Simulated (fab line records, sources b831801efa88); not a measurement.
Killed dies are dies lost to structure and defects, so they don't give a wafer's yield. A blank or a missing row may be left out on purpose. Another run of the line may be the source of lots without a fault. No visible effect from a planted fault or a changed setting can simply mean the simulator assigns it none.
Matching of chambers	flow gf180mcu	cmp-02 running GF_CONTACT_CMP_27: 4 sister chambers
The step polishes, stops on SiO2, t overpolish 15 s, target thk 0 nm. 4 wafers are shown with their chamber, then 7 later ones without.

== WAFERS, EACH WITH ITS CHAMBER ==
wafer	chamber	motor_current_A (A)
L923.2	2	13.1
L928.6	0	11.9
L936.1	1	8.8
L937.1	3	11.7

== WAFERS MISSING THEIR CHAMBER ==
wafer	motor_current_A (A)
L937.2	13.6
L937.6	9.1
L939.1	11.1
L939.5	12.2
L939.6	10.9
L944.4	13.7
L944.5	12.9

== EACH ONE'S CHAMBER ==
wafer	from the rows above	in truth
L937.2	2	2
L937.6	1	1
L939.1	can't be placed: 3 or 0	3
L939.5	can't be placed: 0 or 3 or 2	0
L939.6	can't be placed: 3 or 0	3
L944.4	2	2
L944.5	can't be placed: 2 or 0 or 3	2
3 of 7 placed correctly. Can't be placed from these rows: 4 (the true chamber is among the candidates in 4). 0 placed wrongly.
How it was worked out, from the rows above alone: a wafer's distance from a chamber is the root of the sum, over the readings, of the square of ((its reading less the chamber's mean) divided by the reading's scatter). The wafer belongs to the nearest chamber; if the next one is less than 2 further off, it can't be placed. Each chamber's mean is taken over the wafers shown for it. The scatter (one wafer shown for each chamber): square how far every hidden wafer sits from the nearest shown wafer, average those squares and take the square root.
